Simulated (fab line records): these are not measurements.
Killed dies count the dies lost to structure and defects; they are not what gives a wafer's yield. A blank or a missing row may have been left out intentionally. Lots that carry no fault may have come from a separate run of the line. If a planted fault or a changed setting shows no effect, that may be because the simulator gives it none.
The tool behind it: which one? | flow gf180mcu | 13 lots, 39 wafers sampled, at 3 steps of a route of 602

== WHAT THE GAUGES SHOWED, per wafer ==
GF_VT_IMPLANT_OVL_MEAS_07. Usual: VT_IMPLANT_OVL gives 0.2 nm (standard deviation 1.3).
lot  | measured    | on         | VT_IMPLANT_OVL (nm) | flag
L775 | day 5 17:37 | overlay-01 | 0.4 1.5 1.4         |
L776 | day 5 23:00 | overlay-02 | -0.5 0.5 -0.4       |
L777 | day 6 03:05 | overlay-01 | -1.4 -0.1 0.8       |
L778 | day 6 13:20 | overlay-02 | -0.4 1.1 -0.5       |
L779 | day 6 18:28 | overlay-01 | -0.6 -0.9 0.8       |
L780 | day 6 23:56 | overlay-02 | 1.2 2.2 2.3         |
L781 | day 7 02:59 | overlay-01 | -2.5 1.4 1.1        |
L782 | day 7 07:38 | overlay-02 | 0.1 -0.8 -0.8       |
L785 | day 8 02:26 | overlay-01 | 0.0 0.0 0.2         |
L788 | day 8 20:55 | overlay-02 | 1.4 0.5 0.7         |
L787 | day 8 22:10 | overlay-01 | 0.4 1.5 0.7         |
L790 | day 9 10:19 | overlay-01 | -0.5 -1.0 1.3       |
L791 | day 9 17:29 | overlay-01 | 0.9 0.5 0.7         |

GF_VT_IMPLANT_OVL_MEAS_40. Usual: VT_IMPLANT_03_OVL gives 0.6 nm (standard deviation 1.4).
lot  | measured     | on         | VT_IMPLANT_03_OVL (nm) | flag
L775 | day 7 16:24  | overlay-02 | 1.8 0.5 0.7            |
L776 | day 7 21:28  | overlay-01 | 0.4 -0.5 -0.1          |
L777 | day 8 01:08  | overlay-02 | 0.3 0.4 1.4            |
L778 | day 8 13:04  | overlay-01 | -0.7 1.7 0.5           |
L779 | day 8 17:14  | overlay-01 | -0.1 0.9 -0.3          |
L780 | day 9 01:25  | overlay-02 | -0.6 -1.3 0.1          |
L781 | day 9 03:59  | overlay-02 | 1.7 1.6 1.4            |
L782 | day 9 09:25  | overlay-02 | 0.5 -0.8 -0.2          |
L785 | day 10 06:59 | overlay-02 | 2.5 1.6 1.9            |
L788 | day 11 01:47 | overlay-01 | 0.2 -1.2 -0.2          |
L787 | day 11 02:55 | overlay-02 | 2.4 -0.4 -0.5          |
L790 | day 11 16:35 | overlay-01 | 0.6 1.1 -0.1           |
L791 | day 12 00:44 | overlay-02 | 2.0 4.8 4.1            |

== WHAT TOOL EACH LOT RAN ON (gives the tool, then ch and the chambers of the sampled wafers, and finally the start) ==
lot  | GF_VT_IMPLANT_STRIP_31
L775 | plasma asher-04 ch 0,1, day 7 00:36
L776 | plasma asher-04 ch 0,1, day 7 06:18
L777 | plasma asher-04 ch 0,1, day 7 09:07
L778 | plasma asher-03 ch 0,1, day 7 20:54
L779 | plasma asher-04 ch 0,1, day 8 01:22
L780 | plasma asher-04 ch 0,1, day 8 08:37
L781 | plasma asher-04 ch 0,1, day 8 11:08
L782 | plasma asher-03 ch 1, day 8 16:31
L785 | plasma asher-04 ch 0, day 9 12:55
L788 | plasma asher-03 ch 0,1, day 10 07:43
L787 | plasma asher-03 ch 0,1, day 10 09:05
L790 | plasma asher-01 ch 0,1, day 10 22:34
L791 | plasma asher-03 ch 0,1, day 11 05:35
- GF_VT_IMPLANT_STRIP_31: strips in O2/N2.

== AS READ BY THE TOOLS THEMSELVES (means over the sampled wafers that have a number; for cases with no such wafer, the mark the record gives instead) ==
GF_VT_IMPLANT_STRIP_31. Usual: drypump motor current A 5.6 A, standard deviation 0.42; heater power w 359 W, standard deviation 30; oes product au 0.716 a.u., standard deviation 0.0042; strip time to endpoint s 12.62 s, standard deviation 0.033.
lot  | tool            | drypump motor current A (A) | heater power w (W) | oes product au (a.u.) | strip time to endpoint s (s) | flag
L775 | plasma asher-04 | 5.2                         | 348                | 0.712                 | 12.60                        |
L776 | plasma asher-04 | 5.2                         | 354                | 0.719                 | 12.63                        |
L777 | plasma asher-04 | 5.5                         | 359                | 0.713                 | 12.60                        |
L778 | plasma asher-03 | 6.0                         | 361                | 0.710                 | 12.63                        |
L779 | plasma asher-04 | 5.5                         | 355                | 0.716                 | 12.63                        |
L780 | plasma asher-04 | 5.2                         | 351                | 0.711                 | 12.59                        |
L781 | plasma asher-04 | 5.5                         | 355                | 0.718                 | 12.66                        |
L782 | plasma asher-03 | 5.9                         | 409                | 0.720                 | 12.61                        |
L785 | plasma asher-04 | 4.9                         | 349                | 0.715                 | 12.65                        |
L788 | plasma asher-03 | 6.1                         | 358                | 0.715                 | 12.61                        |
L787 | plasma asher-03 | 6.0                         | 387                | 0.713                 | 12.57                        |
L790 | plasma asher-01 | 5.7                         | 361                | 0.715                 | 12.65                        |
L791 | plasma asher-03 | 6.0                         | 391                | 0.717                 | 12.62                        |

== THE ANSWER, worked out from the rows above alone ==
Rule: take the mean of a lot's wafers that have a number; if it is more than 3 standard deviations from the usual mean, the lot is off. Also off: a lot with no number at a reading for which 4 or more lots have one. Where the step has rows for the other lots, those lots are counted as sound. After the gauges, taken in route order, come the tools' own readings; for these a lot's mean is taken, as printed above. The first step at which some lot is off is used, and at that step the reading that is off furthest; a lot without a number counts as furthest.
No lot is off on any of the readings shown, so nothing can be concluded from this.

== WHAT WAS PUT IN BY THE SIMULATOR ==
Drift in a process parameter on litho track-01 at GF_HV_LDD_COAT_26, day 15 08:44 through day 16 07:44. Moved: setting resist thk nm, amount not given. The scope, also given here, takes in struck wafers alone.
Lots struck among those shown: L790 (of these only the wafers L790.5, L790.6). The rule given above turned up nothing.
